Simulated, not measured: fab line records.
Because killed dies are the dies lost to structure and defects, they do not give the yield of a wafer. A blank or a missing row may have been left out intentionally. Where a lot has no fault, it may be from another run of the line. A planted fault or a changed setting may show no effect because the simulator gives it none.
Matching of chambers	flow sky130	4 sister chambers for SKY_VIA4_CMP_02 on cmp-02
The step polishes SiO2. 8 wafers are shown with their chamber, then 8 later ones without.

WAFERS WITH THEIR CHAMBER
wafer	chamber	motor_current_A (A)
L230.2	2	10.1
L230.5	2	10.2
L231.4	3	12.4
L231.5	0	10.0
L233.1	3	12.1
L233.3	1	11.1
L233.5	0	9.8
L234.3	1	10.3

WAFERS WITHOUT THEIR CHAMBER
wafer	motor_current_A (A)
L234.4	9.7
L234.6	11.1
L236.2	10.7
L236.4	12.4
L236.6	12.6
L237.1	9.8
L237.4	10.6
L237.6	10.2

WHICH CHAMBER EACH ONE RAN IN
wafer	from the rows above	in truth
L234.4	can't be placed: 0 or 2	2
L234.6	can't be placed: 1 or 2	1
L236.2	can't be placed: 1 or 2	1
L236.4	3	3
L236.6	3	3
L237.1	can't be placed: 0 or 2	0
L237.4	can't be placed: 1 or 2 or 0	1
L237.6	can't be placed: 2 or 0 or 1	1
Placed correctly: 2 of 8. These rows do not allow placing 6 (true chamber among the candidates in 6). Wrongly placed: 0.
How it was worked out, from the rows above alone: a wafer's distance from a chamber is the root of the sum, over the readings, of the square of ((its reading less the chamber's mean) divided by the reading's scatter). The wafer belongs to the nearest chamber; if the next one is less than 2 further off, it can't be placed. A chamber's mean is the mean of its shown wafers. The scatter is the square root of a quotient: the sum, over the shown wafers, of each reading's squared deviation from its chamber's mean, divided by wafers minus chambers.
